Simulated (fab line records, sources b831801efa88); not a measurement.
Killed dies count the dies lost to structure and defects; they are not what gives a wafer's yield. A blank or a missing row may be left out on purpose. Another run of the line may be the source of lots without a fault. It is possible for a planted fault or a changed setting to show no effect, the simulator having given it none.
Matching of chambers || flow sky130 || SKY_FIELD_ISO_ETCH_17 on rie_si-02: 4 sister chambers
The step etches Si in HBr/Cl2/O2, target depth 342 nm, time 97.7 s. 8 wafers are shown with their chamber, then 7 later ones without.

WAFERS, EACH WITH ITS CHAMBER
{"wafer": "L634.2", "chamber": 3, "drypump_motor_current_A (A)": 5.4, "oes_product_au (a.u.)": 0.976}
{"wafer": "L634.3", "chamber": 0, "drypump_motor_current_A (A)": 6.4, "oes_product_au (a.u.)": 0.964}
{"wafer": "L634.5", "chamber": 0, "drypump_motor_current_A (A)": 6.4, "oes_product_au (a.u.)": 0.961}
{"wafer": "L636.2", "chamber": 2, "drypump_motor_current_A (A)": 5.4, "oes_product_au (a.u.)": 1.014}
{"wafer": "L636.3", "chamber": 1, "drypump_motor_current_A (A)": 6.0, "oes_product_au (a.u.)": 1.003}
{"wafer": "L636.6", "chamber": 1, "drypump_motor_current_A (A)": 6.0, "oes_product_au (a.u.)": 1.001}
{"wafer": "L644.1", "chamber": 2, "drypump_motor_current_A (A)": 5.4, "oes_product_au (a.u.)": 0.998}
{"wafer": "L644.2", "chamber": 3, "drypump_motor_current_A (A)": 5.5, "oes_product_au (a.u.)": 0.982}

WAFERS WITH NO CHAMBER GIVEN
{"wafer": "L644.5", "drypump_motor_current_A (A)": 6.5, "oes_product_au (a.u.)": 0.967}
{"wafer": "L646.1", "drypump_motor_current_A (A)": 5.5, "oes_product_au (a.u.)": 0.982}
{"wafer": "L646.3", "drypump_motor_current_A (A)": 5.4, "oes_product_au (a.u.)": 1.007}
{"wafer": "L646.5", "drypump_motor_current_A (A)": 5.4, "oes_product_au (a.u.)": 1.005}
{"wafer": "L648.2", "drypump_motor_current_A (A)": 5.5, "oes_product_au (a.u.)": 0.982}
{"wafer": "L648.4", "drypump_motor_current_A (A)": 5.5, "oes_product_au (a.u.)": 0.987}
{"wafer": "L648.5", "drypump_motor_current_A (A)": 6.5, "oes_product_au (a.u.)": 0.979}

WHICH CHAMBER EACH WENT THROUGH
{"wafer": "L644.5", "from the rows above": 0, "in truth": 0}
{"wafer": "L646.1", "from the rows above": 3, "in truth": 3}
{"wafer": "L646.3", "from the rows above": 2, "in truth": 2}
{"wafer": "L646.5", "from the rows above": 2, "in truth": 2}
{"wafer": "L648.2", "from the rows above": 3, "in truth": 3}
{"wafer": "L648.4", "from the rows above": 3, "in truth": 3}
{"wafer": "L648.5", "from the rows above": 0, "in truth": 0}
Correctly placed: 7 of 7. Number that these rows cannot place: 0. Number placed wrongly: 0.
How it was worked out, from the rows above alone: a wafer's distance from a chamber is the root of the sum, over the readings, of the square of ((its reading less the chamber's mean) divided by the reading's scatter). The wafer belongs to the nearest chamber; if the next one is less than 2 further off, it can't be placed. Each chamber's mean is taken over the wafers shown for it. The scatter: the root of (the sum of the squares of (reading less its chamber's mean) over the shown wafers, divided by (wafers less chambers)).
